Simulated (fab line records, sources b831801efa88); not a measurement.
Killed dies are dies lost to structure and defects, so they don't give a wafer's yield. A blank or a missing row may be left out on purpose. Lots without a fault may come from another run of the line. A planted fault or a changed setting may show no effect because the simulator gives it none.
Which tool did it? | flow sky130 | 11 lots, 33 wafers sampled, at 2 steps of a route of 708

WHAT THE GAUGES READ, wafer by wafer
SKY_LI_CONTACT_RS_MEAS_22: measures by four-point-probe.
lot  | measured     | on            | LI_CONTACT_W_RS (ohm/sq)
L851 | day 30 01:24 | film_metro-02 | 0.295 0.289 0.295
L852 | day 30 03:29 | film_metro-03 | 0.317 0.321 0.320
L853 | day 30 12:18 | film_metro-04 | 0.290 0.291 0.291
L854 | day 31 01:18 | film_metro-02 | 0.318 0.321 0.315
L859 | day 32 17:06 | film_metro-02 | 0.289 0.292 0.288
L861 | day 33 10:13 | film_metro-03 | 0.287 0.285 0.285
L862 | day 33 12:12 | film_metro-03 | 0.290 0.287 0.291
L863 | day 34 01:49 | film_metro-02 | 0.287 0.292 0.289
L864 | day 34 04:02 | film_metro-04 | 0.287 0.285 0.287
L867 | day 35 01:43 | film_metro-04 | 0.286 0.285 0.288
L871 | day 36 12:52 | film_metro-03 | 0.288 0.288 0.290

WHICH TOOL RAN EACH LOT (tool, then ch and the chambers of the sampled wafers, then the start)
lot  | SKY_LI_CONTACT_CVD_21
L851 | cvd_w-01 ch 0,1, day 30 01:16
L852 | cvd_w-01 ch 0,1, day 30 03:22
L853 | cvd_w-02 ch 0,1, day 30 12:09
L854 | cvd_w-01 ch 0,1, day 31 01:10
L859 | cvd_w-02 ch 0,1, day 32 16:58
L861 | cvd_w-02 ch 0,1, day 33 10:04
L862 | cvd_w-01 ch 0,1, day 33 12:03
L863 | cvd_w-01 ch 0,1, day 34 01:41
L864 | cvd_w-01 ch 0,1, day 34 03:55
L867 | cvd_w-01 ch 0,1, day 35 01:35
L871 | cvd_w-01 ch 0,1, day 36 12:44
- SKY_LI_CONTACT_CVD_21: deposits W, target thk 400 nm, time 120.56 s.

THE ANSWER, worked out from the rows above alone
Rule: what is usual is taken from the lots themselves. Put in order of their means at a reading, lots are off if they are a third of the lots or fewer, leave a main group of 4 or more, and stand apart from it by a gap of 3 or more times the standard deviation of the main group's means; of several such gaps the widest counts. A main group whose means are all the same, to the digits that the tables above print for the reading, isn't used. A lot without any number at a reading at which 4 lots or more have one is off too. The other lots that the step has rows for count as sound.
Off: L852, L854, at SKY_LI_CONTACT_RS_MEAS_22 (LI_CONTACT_W_RS). The main group: mean 0.289 ohm/sq, standard deviation 0.0022.
A tool fits if, at a process step before that reading, it ran every lot that is off, and no sound lot after the first of them. The gauges at SKY_LI_CONTACT_RS_MEAS_22 are tried like those tools. None of those tried fits.

WHAT THE SIMULATOR HAD PUT IN
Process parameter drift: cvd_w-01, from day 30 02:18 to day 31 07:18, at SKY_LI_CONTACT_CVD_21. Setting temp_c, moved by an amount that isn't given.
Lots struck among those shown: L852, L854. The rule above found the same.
